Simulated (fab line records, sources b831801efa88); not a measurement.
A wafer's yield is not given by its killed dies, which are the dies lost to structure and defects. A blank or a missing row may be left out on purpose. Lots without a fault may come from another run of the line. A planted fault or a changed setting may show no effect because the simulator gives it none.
Which tool was responsible? | flow gf180mcu | Sampling: 11 lots, 33 wafers, 4 of 602 route steps

## WHAT THE GAUGES READ, wafer by wafer
GF_STI_THK_MEAS_22.
lot  | measured    | on            | STI_OXIDATION_01_THK (nm)
L147 | day 2 03:17 | film-metro-03 | 14.37 14.47 14.37
L150 | day 2 19:17 | film-metro-03 | 14.46 14.62 14.51
L151 | day 2 23:53 | film-metro-03 | 14.50 14.52 14.33
L154 | day 3 17:38 | film-metro-03 | 14.62 14.36 14.34
L155 | day 3 21:23 | film-metro-01 | 14.85 14.62 14.77
L162 | day 5 14:02 | film-metro-03 | 14.35 14.55 14.75
L163 | day 5 16:42 | film-metro-01 | 14.94 15.05 15.02
L164 | day 5 16:43 | film-metro-03 | 15.26 15.26 15.17
L165 | day 5 20:41 | film-metro-03 | 15.00 15.13 14.90
L166 | day 6 03:16 | film-metro-03 | 14.85 14.66 14.75
L169 | day 7 03:01 | film-metro-01 | 14.86 14.92 14.83

GF_MVSD_TW_MEAS_11.
lot  | measured     | on            | MVSD_TW
L147 | day 4 11:22  | film-metro-02 | 1561 1570 1565
L150 | day 5 05:42  | film-metro-01 | 1578 1580 1580
L151 | day 5 09:23  | film-metro-01 | 1569 1589 1576
L154 | day 6 01:29  | film-metro-04 | 1599 1591 1607
L155 | day 6 04:44  | film-metro-01 | 1572 1574 1572
L162 | day 8 09:01  | film-metro-02 | 1524 1528 1520
L163 | day 8 10:26  | film-metro-04 | 1547 1547 1553
L164 | day 8 10:51  | film-metro-02 | 1580 1575 1578
L165 | day 8 13:54  | film-metro-02 | 1569 1583 1582
L166 | day 8 21:15  | film-metro-01 | 1577 1584 1574
L169 | day 10 02:39 | film-metro-02 | 1567 1564 1559

GF_VT_IMPLANT_RS_MEAS_46: the measuring method here is four-point-probe.
lot  | measured     | on            | MVSD_RS (ohm/sq)
L147 | day 7 08:17  | film-metro-02 | 457.8 457.2 456.5
L150 | day 8 06:25  | film-metro-01 | 456.7 456.1 456.4
L151 | day 8 09:39  | film-metro-01 | 457.1 457.3 457.5
L154 | day 9 11:51  | film-metro-01 | 457.4 457.1 457.8
L155 | day 9 12:45  | film-metro-01 | 456.9 457.8 456.0
L162 | day 12 05:36 | film-metro-01 | 530.5 530.5 530.1
L163 | day 12 06:46 | film-metro-02 | 529.1 528.7 529.9
L164 | day 12 07:18 | film-metro-04 | 457.5 456.7 457.6
L165 | day 12 08:31 | film-metro-01 | 458.7 457.1 456.5
L166 | day 12 17:37 | film-metro-04 | 458.4 457.4 458.9
L169 | day 14 04:04 | film-metro-01 | 456.6 457.5 457.8

## WHAT TOOL EACH LOT RAN ON (gives the tool, then ch and the chambers of the sampled wafers, and finally the start)
lot  | GF_MVSD_IMPLANT_09
L147 | implanter-02 ch 0, day 4 11:08
L150 | implanter-04 ch 0, day 5 05:28
L151 | implanter-04 ch 0, day 5 09:08
L154 | implanter-01 ch 0, day 6 01:14
L155 | implanter-04 ch 0, day 6 04:29
L162 | implanter-04 ch 0, day 8 08:47
L163 | implanter-04 ch 0, day 8 10:11
L164 | implanter-01 ch 0, day 8 10:37
L165 | implanter-02 ch 0, day 8 13:40
L166 | implanter-01 ch 0, day 8 21:01
L169 | implanter-01 ch 0, day 10 02:25
- GF_MVSD_IMPLANT_09

## AS READ BY THE TOOLS THEMSELVES (means over the sampled wafers that have a number; for cases with no such wafer, the mark the record gives instead)
GF_MVSD_IMPLANT_09.
lot  | tool         | dose-ions-cm2 | faraday-current-uA
L147 | implanter-02 | 5.002e+12     | 28.0
L150 | implanter-04 | 4.999e+12     | 27.7
L151 | implanter-04 | 5.005e+12     | 27.6
L154 | implanter-01 | 5.001e+12     | 28.6
L155 | implanter-04 | 4.995e+12     | 27.9
L162 | implanter-04 | 1.338e+12     | 7.6
L163 | implanter-04 | 1.341e+12     | 7.6
L164 | implanter-01 | 5.001e+12     | 28.4
L165 | implanter-02 | 4.994e+12     | 28.5
L166 | implanter-01 | 5.000e+12     | 28.6
L169 | implanter-01 | 4.994e+12     | 28.0

## THE ANSWER, worked out from the rows above alone
Rule: what is usual is taken from the lots themselves. Put in order of their means at a reading, lots are off if they are a third of the lots or fewer, leave a main group of 4 or more, and stand apart from it by a gap of 3 or more times the standard deviation of the main group's means; of several such gaps the widest counts. A main group is skipped when, at the precision printed for the reading in the tables above, its means are all equal. A lot without any number at a reading at which 4 lots or more have one is off too. All remaining lots with rows at the step are treated as sound. After the gauges, taken in route order, come the tools' own readings; for these a lot's mean is taken, as printed above. The first step at which some lot is off is used, and at that step the reading that is off furthest; a lot without a number counts as furthest.
Off: L162, L163, at GF_VT_IMPLANT_RS_MEAS_46 (MVSD_RS). Main group: mean 457.3 ohm/sq, sd 0.46.
If a tool, at a process step before that reading, ran all the lots that are off and no sound lot after the first of them, it fits. The gauges at GF_VT_IMPLANT_RS_MEAS_46 aren't tried: what is off there is off at GF_MVSD_IMPLANT_09 too, on other tools, and a gauge's error can't cause that. One fits: implanter-04 at GF_MVSD_IMPLANT_09. A fault onset in the window from L155 (day 6 04:29, its last sound lot) to L162 (day 8 08:47, its first lot off) fits.
The tool's own readings at GF_MVSD_IMPLANT_09 bear it out: on the lots that are off they differ by more than 5 times the standard deviation of the sound lots' means. dose-ions-cm2 reads 1.340e+12 there against 4.999e+12 on the sound lots; faraday-current-uA reads 7.6 there against 28.1 on the sound lots.

## WHAT HAD BEEN PUT IN BY THE SIMULATOR
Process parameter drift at GF_MVSD_IMPLANT_09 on implanter-04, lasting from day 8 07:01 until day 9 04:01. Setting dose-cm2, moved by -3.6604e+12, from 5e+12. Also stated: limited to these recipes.
Struck lots among those shown: L162, L163. This agrees with what the rule above found.
